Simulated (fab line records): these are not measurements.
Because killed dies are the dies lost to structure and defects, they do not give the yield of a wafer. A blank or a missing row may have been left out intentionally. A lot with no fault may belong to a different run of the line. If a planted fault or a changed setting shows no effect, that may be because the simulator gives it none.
8D (eight disciplines) problem report, filled in by code | flow gf180mcu | the parts of the form that need people (team, actions taken, sign-off) are left out

1. THE ISSUE
Wafers without a fault read 0.3999 Pa, standard deviation 0.00082; chamber-pressure-pa at GF_MIM_SPUTTER_01 reads a mean of 0.3296 Pa on 9 wafers belonging to 3 lots. Relative to the usual mean, that is a shift of -86 standard deviations.
The step: material TiN, target thk 30 nm, time 25 s.
The first sign was on wafer L877.1 at day 28 12:09, on pvd-sputter-04. Wafers with a number at this step in the record: 39, from 13 lots. By rule, "out" or "out of limits" means more than 4 standard deviations away from the usual mean. Any other wafer with a number is counted as sound.

2. WHAT IT IS; WHAT IT IS NOT
question                    | is                     | is not
which readings at this step | chamber-pressure-pa    | -
which lots                  | L877, L879, L882       | L866, L868, L870, L872, L876, L878, L880, L883, L885, L888
which wafers of those lots  | all that have a number | -
read on which tools         | pvd-sputter-04         | pvd-sputter-02, pvd-sputter-03
when                        | from day 28 12:09      | up to then (15 sound wafers); but 15 sound wafers of L878, L880, L883, L885, L888 came after

3. WHAT RULES OUT EACH SUSPECT
Counting: a tool stays on the suspect list if, at a process step up to the reading, it processed all lots that are out and no sound lot following the first of them.
- pvd-sputter-04 at GF_MIM_SPUTTER_01 (material TiN, target thk 30 nm, time 25 s): kept. Every lot that is out went through it, starting with L877 (day 28 12:09), and after that it ran no sound lot; the last sound lot it ran before then is L876 (day 28 04:58). Its own chamber-pressure-pa readings are out on those wafers.
Left after counting: pvd-sputter-04 at GF_MIM_SPUTTER_01.

4. THE CAUSE (what the simulator had put in)
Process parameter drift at GF_MIM_SPUTTER_01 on pvd-sputter-04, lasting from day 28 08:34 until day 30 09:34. A move of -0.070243 in setting chamber-pressure-pa, from 0.4. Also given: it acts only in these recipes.
After counting, this tool was the only one left.

5. THE CHAIN OF EFFECTS, in route order
Each row: a reading whose mean over the struck wafers that have a number lies more than 3 standard deviations from the usual. Only readings whose record carries a usual standard deviation are examined. hours: median over the lots of the time between each lot's start at the first step of this table that gives one and its start at this step. sigmas: the change, counted in usual standard deviations.
hours | step              | reading             | usual     | on struck wafers | change  | sigmas
0     | GF_MIM_SPUTTER_01 | chamber-pressure-pa | 0.3999 Pa | 0.3296           | -0.0703 | -86
Here are the process steps it includes:
- GF_MIM_SPUTTER_01: material TiN, target thk 30 nm, time 25 s.

6. HOW IT WOULD HAVE BEEN CAUGHT EARLIER
First out-of-limits reading in this record: day 28 12:09, which is 4 hours after fault onset at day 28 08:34.
